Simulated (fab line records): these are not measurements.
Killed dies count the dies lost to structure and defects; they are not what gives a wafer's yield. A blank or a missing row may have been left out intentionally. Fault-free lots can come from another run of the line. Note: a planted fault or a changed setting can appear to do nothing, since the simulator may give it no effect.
Check of tool commonality :: flow sky130 :: 14 lots and 42 wafers in the sample

== REASON FOR OPENING ==
SKY_NWELL_TW_MEAS_26, reading NWELL_2_TW: flagged on 2 of 14 lots. Fault-free wafers read 497, with a standard deviation of 4.3.
Rule: flag the lot when none of its wafers has a number, or when each of its wafers that has one lies beyond 4 standard deviations from that mean. The other lots count as sound.

lot: L258
measured: day 6 02:45
on: film_metro-03
NWELL_2_TW, wafer by wafer: 500 502 499
flag: 

lot: L259
measured: day 6 10:55
on: film_metro-04
NWELL_2_TW, wafer by wafer: 502 502 502
flag: 

lot: L261
measured: day 6 16:54
on: film_metro-04
NWELL_2_TW, wafer by wafer: 501 499 499
flag: 

lot: L262
measured: day 6 17:43
on: film_metro-04
NWELL_2_TW, wafer by wafer: 30 30 30
flag: FLAGGED

lot: L263
measured: day 7 03:39
on: film_metro-04
NWELL_2_TW, wafer by wafer: 30 30 30
flag: FLAGGED

lot: L264
measured: day 7 04:28
on: film_metro-04
NWELL_2_TW, wafer by wafer: 497 496 497
flag: 

lot: L271
measured: day 8 19:29
on: film_metro-04
NWELL_2_TW, wafer by wafer: 502 497 498
flag: 

lot: L272
measured: day 9 03:53
on: film_metro-02
NWELL_2_TW, wafer by wafer: 492 491 490
flag: 

lot: L273
measured: day 9 11:44
on: film_metro-02
NWELL_2_TW, wafer by wafer: 494 493 492
flag: 

lot: L274
measured: day 9 13:06
on: film_metro-02
NWELL_2_TW, wafer by wafer: 491 490 489
flag: 

lot: L275
measured: day 9 18:48
on: film_metro-03
NWELL_2_TW, wafer by wafer: 499 500 500
flag: 

lot: L276
measured: day 10 03:41
on: film_metro-04
NWELL_2_TW, wafer by wafer: 501 503 501
flag: 

lot: L277
measured: day 10 11:02
on: film_metro-02
NWELL_2_TW, wafer by wafer: 489 491 493
flag: 

lot: L280
measured: day 11 05:02
on: film_metro-04
NWELL_2_TW, wafer by wafer: 497 500 498
flag: 
The numbers of the flagged lots are 30 on average: -467 against the usual, or -99 or more standard deviations.

== WHICH TOOL RAN EACH LOT ==
Before the reading, the record contains 3 process steps out of a 708-step route. Every cell lists first the tool, next ch and the chambers used by the sampled wafers, and last the start.
lot: L258
flag: 
SKY_PWDE_STRIP_09: plasma_asher-02 ch 0,1, day 4 13:53
SKY_NWELL_STRIP_14: plasma_asher-04 ch 0,1, day 5 08:07
SKY_NWELL_STRIP_25: plasma_asher-02 ch 0,1, day 6 02:38

lot: L259
flag: 
SKY_PWDE_STRIP_09: plasma_asher-01 ch 0,1, day 4 21:36
SKY_NWELL_STRIP_14: plasma_asher-04 ch 0,1, day 5 15:41
SKY_NWELL_STRIP_25: plasma_asher-02 ch 0,1, day 6 10:49

lot: L261
flag: 
SKY_PWDE_STRIP_09: plasma_asher-02 ch 0,1, day 5 03:16
SKY_NWELL_STRIP_14: plasma_asher-02 ch 0,1, day 5 21:35
SKY_NWELL_STRIP_25: plasma_asher-02 ch 0,1, day 6 16:47

lot: L262
flag: FLAGGED
SKY_PWDE_STRIP_09: plasma_asher-04 ch 0,1, day 5 04:16
SKY_NWELL_STRIP_14: plasma_asher-04 ch 0,1, day 5 22:58
SKY_NWELL_STRIP_25: plasma_asher-03 ch 0,1, day 6 17:37

lot: L263
flag: FLAGGED
SKY_PWDE_STRIP_09: plasma_asher-04 ch 0,1, day 5 13:07
SKY_NWELL_STRIP_14: plasma_asher-04 ch 0,1, day 6 08:22
SKY_NWELL_STRIP_25: plasma_asher-03 ch 0,1, day 7 03:32

lot: L264
flag: 
SKY_PWDE_STRIP_09: plasma_asher-01 ch 0,1, day 5 13:28
SKY_NWELL_STRIP_14: plasma_asher-02 ch 0,1, day 6 09:03
SKY_NWELL_STRIP_25: plasma_asher-02 ch 0, day 7 04:22

lot: L271
flag: 
SKY_PWDE_STRIP_09: plasma_asher-04 ch 0,1, day 7 02:28
SKY_NWELL_STRIP_14: plasma_asher-03 ch 0,1, day 7 22:38
SKY_NWELL_STRIP_25: plasma_asher-02 ch 0,1, day 8 19:23

lot: L272
flag: 
SKY_PWDE_STRIP_09: plasma_asher-04 ch 0,1, day 7 10:26
SKY_NWELL_STRIP_14: plasma_asher-02 ch 0,1, day 8 06:46
SKY_NWELL_STRIP_25: plasma_asher-03 ch 0,1, day 9 03:49

lot: L273
flag: 
SKY_PWDE_STRIP_09: plasma_asher-02 ch 0,1, day 7 17:11
SKY_NWELL_STRIP_14: plasma_asher-03 ch 0,1, day 8 13:44
SKY_NWELL_STRIP_25: plasma_asher-04 ch 0,1, day 9 11:38

lot: L274
flag: 
SKY_PWDE_STRIP_09: plasma_asher-04 ch 0,1, day 7 19:22
SKY_NWELL_STRIP_14: plasma_asher-03 ch 0,1, day 8 15:54
SKY_NWELL_STRIP_25: plasma_asher-04 ch 0,1, day 9 13:00

lot: L275
flag: 
SKY_PWDE_STRIP_09: plasma_asher-01 ch 0,1, day 8 00:08
SKY_NWELL_STRIP_14: plasma_asher-04 ch 0,1, day 8 20:38
SKY_NWELL_STRIP_25: plasma_asher-03 ch 0,1, day 9 18:42

lot: L276
flag: 
SKY_PWDE_STRIP_09: plasma_asher-04 ch 0, day 8 08:42
SKY_NWELL_STRIP_14: plasma_asher-03 ch 0,1, day 9 05:46
SKY_NWELL_STRIP_25: plasma_asher-02 ch 0,1, day 10 03:34

lot: L277
flag: 
SKY_PWDE_STRIP_09: plasma_asher-02 ch 0,1, day 8 14:47
SKY_NWELL_STRIP_14: plasma_asher-03 ch 0,1, day 9 12:17
SKY_NWELL_STRIP_25: plasma_asher-03 ch 0,1, day 10 10:55

lot: L280
flag: 
SKY_PWDE_STRIP_09: plasma_asher-02 ch 1, day 9 07:24
SKY_NWELL_STRIP_14: plasma_asher-03 ch 0,1, day 10 06:09
SKY_NWELL_STRIP_25: plasma_asher-04 ch 0,1, day 11 04:56
What the steps here do:
- SKY_PWDE_STRIP_09: strips in O2/N2.
- SKY_NWELL_STRIP_14: strips in O2/N2.
- SKY_NWELL_STRIP_25: strips in O2/N2.
- SKY_NWELL_TW_MEAS_26

== FLAGGED OVER TOTAL, TOOL BY TOOL (the gauges that took the reading come last) ==
step: SKY_PWDE_STRIP_09
tool: plasma_asher-01
lots run: 3
flagged: 0
share of the flagged lots: none
sound lots run after its first flagged lot: -

step: SKY_PWDE_STRIP_09
tool: plasma_asher-02
lots run: 5
flagged: 0
share of the flagged lots: none
sound lots run after its first flagged lot: -

step: SKY_PWDE_STRIP_09
tool: plasma_asher-04
lots run: 6
flagged: 2
share of the flagged lots: all
sound lots run after its first flagged lot: 4 (L271,L272,L274,L276)

step: SKY_NWELL_STRIP_14
tool: plasma_asher-02
lots run: 3
flagged: 0
share of the flagged lots: none
sound lots run after its first flagged lot: -

step: SKY_NWELL_STRIP_14
tool: plasma_asher-03
lots run: 6
flagged: 0
share of the flagged lots: none
sound lots run after its first flagged lot: -

step: SKY_NWELL_STRIP_14
tool: plasma_asher-04
lots run: 5
flagged: 2
share of the flagged lots: all
sound lots run after its first flagged lot: 1 (L275)

step: SKY_NWELL_STRIP_25
tool: plasma_asher-02
lots run: 6
flagged: 0
share of the flagged lots: none
sound lots run after its first flagged lot: -

step: SKY_NWELL_STRIP_25
tool: plasma_asher-03
lots run: 5
flagged: 2
share of the flagged lots: all
sound lots run after its first flagged lot: 3 (L272,L275,L277)

step: SKY_NWELL_STRIP_25
tool: plasma_asher-04
lots run: 3
flagged: 0
share of the flagged lots: none
sound lots run after its first flagged lot: -

step: SKY_NWELL_TW_MEAS_26
tool: film_metro-02
lots run: 4
flagged: 0
share of the flagged lots: none
sound lots run after its first flagged lot: -

step: SKY_NWELL_TW_MEAS_26
tool: film_metro-03
lots run: 2
flagged: 0
share of the flagged lots: none
sound lots run after its first flagged lot: -

step: SKY_NWELL_TW_MEAS_26
tool: film_metro-04
lots run: 8
flagged: 2
share of the flagged lots: all
sound lots run after its first flagged lot: 4 (L264,L271,L276,L280)

== WHAT IS ALLOWED BY THE TABLE ==
4 rows of the table ran every flagged lot: plasma_asher-04 at SKY_PWDE_STRIP_09, plasma_asher-04 at SKY_NWELL_STRIP_14, plasma_asher-03 at SKY_NWELL_STRIP_25, film_metro-04 at SKY_NWELL_TW_MEAS_26.
- plasma_asher-04 at SKY_PWDE_STRIP_09 ran 6 lots, 2 of them flagged. Lots that were sound ran on it after the first flagged one (L271, L272, L274, L276); a persistent fault on the entire tool would not allow that.
- plasma_asher-04 at SKY_NWELL_STRIP_14 ran 5 lots, 2 of them flagged. Lots that were sound ran on it after the first flagged one (L275); a persistent fault on the entire tool would not allow that. On the flagged lots its readings are blank where sound lots have values: chamber_pressure_mTorr, drypump_motor_current_A, oes_product_au, strip_time_to_endpoint_s.
- plasma_asher-03 at SKY_NWELL_STRIP_25 ran 5 lots, 2 of them flagged. Lots that were sound ran on it after the first flagged one (L272, L275, L277); a persistent fault on the entire tool would not allow that. Its own readings (strip_time_to_endpoint_s) fall more than 4 standard deviations out on all wafers of the flagged lots.
- film_metro-04 at SKY_NWELL_TW_MEAS_26 ran 8 lots, 2 of them flagged. Lots that were sound ran on it after the first flagged one (L264, L271, L276, L280); a persistent fault on the entire tool would not allow that.
None of the table's rows ran every flagged lot and, after the first, no sound lot.

== WHAT THE SIMULATOR HAD PUT IN ==
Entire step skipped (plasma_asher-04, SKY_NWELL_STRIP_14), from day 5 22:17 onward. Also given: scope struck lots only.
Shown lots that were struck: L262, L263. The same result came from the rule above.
